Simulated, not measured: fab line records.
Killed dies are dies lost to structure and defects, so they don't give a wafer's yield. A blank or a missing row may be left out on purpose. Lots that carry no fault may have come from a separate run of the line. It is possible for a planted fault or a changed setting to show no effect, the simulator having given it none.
The tool behind it: which one? / flow sky130 / Sampling: 7 lots, 21 wafers, 2 of 708 route steps

WHAT THE GAUGES READ, wafer by wafer
SKY_NWELL_RS_MEAS_29: measurement is done with a four-point probe.
lot=L524; measured=day 5 21:54; on=film metro-01; NWELL_RS (ohm/sq)=625.5 624.8 626.0
lot=L528; measured=day 6 21:46; on=film metro-03; NWELL_RS (ohm/sq)=624.5 624.1 623.5
lot=L530; measured=day 7 08:35; on=film metro-02; NWELL_RS (ohm/sq)=623.5 621.6 621.5
lot=L532; measured=day 7 17:43; on=film metro-02; NWELL_RS (ohm/sq)=621.2 621.8 621.5
lot=L540; measured=day 9 21:28; on=film metro-01; NWELL_RS (ohm/sq)=605.3 603.3 602.9
lot=L543; measured=day 10 13:37; on=film metro-03; NWELL_RS (ohm/sq)=623.2 622.6 623.8
lot=L545; measured=day 11 04:46; on=film metro-01; NWELL_RS (ohm/sq)=626.3 624.1 624.8

TOOL THAT RAN EACH LOT (tool first, then ch and the chambers of the sampled wafers, then the start)
lot=L524; SKY_NWELL_IMPLANT_13=implanter-03 ch 0, day 5 03:35
lot=L528; SKY_NWELL_IMPLANT_13=implanter-03 ch 0, day 6 01:58
lot=L530; SKY_NWELL_IMPLANT_13=implanter-04 ch 0, day 6 11:52
lot=L532; SKY_NWELL_IMPLANT_13=implanter-02 ch 0, day 6 21:40
lot=L540; SKY_NWELL_IMPLANT_13=implanter-04 ch 0, day 8 23:23
lot=L543; SKY_NWELL_IMPLANT_13=implanter-03 ch 0, day 9 14:41
lot=L545; SKY_NWELL_IMPLANT_13=implanter-03 ch 0, day 10 04:35
- SKY_NWELL_IMPLANT_13

THE ANSWER, worked out from the rows above alone
Rule: what is usual is taken from the lots themselves. The widest of any qualifying gaps counts: lots, ordered by their means at a reading, are off when they make up no more than a third of the lots, leave a main group of 4 or more, and stand apart from it by 3 or more times the standard deviation of that group's means. If all means in a main group match to the digits the tables above print for the reading, that group is not used. A lot without any number at a reading at which 4 lots or more have one is off too. All remaining lots with rows at the step are treated as sound.
Off: at SKY_NWELL_RS_MEAS_29 (NWELL_RS), L540. The main group has a mean of 623.6 ohm/sq with a standard deviation of 1.4.
If a tool, at a process step before that reading, ran all the lots that are off and no sound lot after the first of them, it fits. The gauges at SKY_NWELL_RS_MEAS_29 are tried like those tools. One candidate fits, namely implanter-04 at SKY_NWELL_IMPLANT_13. Its last sound lot is L530 (day 6 11:52), its first lot that is off L540 (day 8 23:23): a fault that began between those two fits.

WHAT THE SIMULATOR HAD INSERTED
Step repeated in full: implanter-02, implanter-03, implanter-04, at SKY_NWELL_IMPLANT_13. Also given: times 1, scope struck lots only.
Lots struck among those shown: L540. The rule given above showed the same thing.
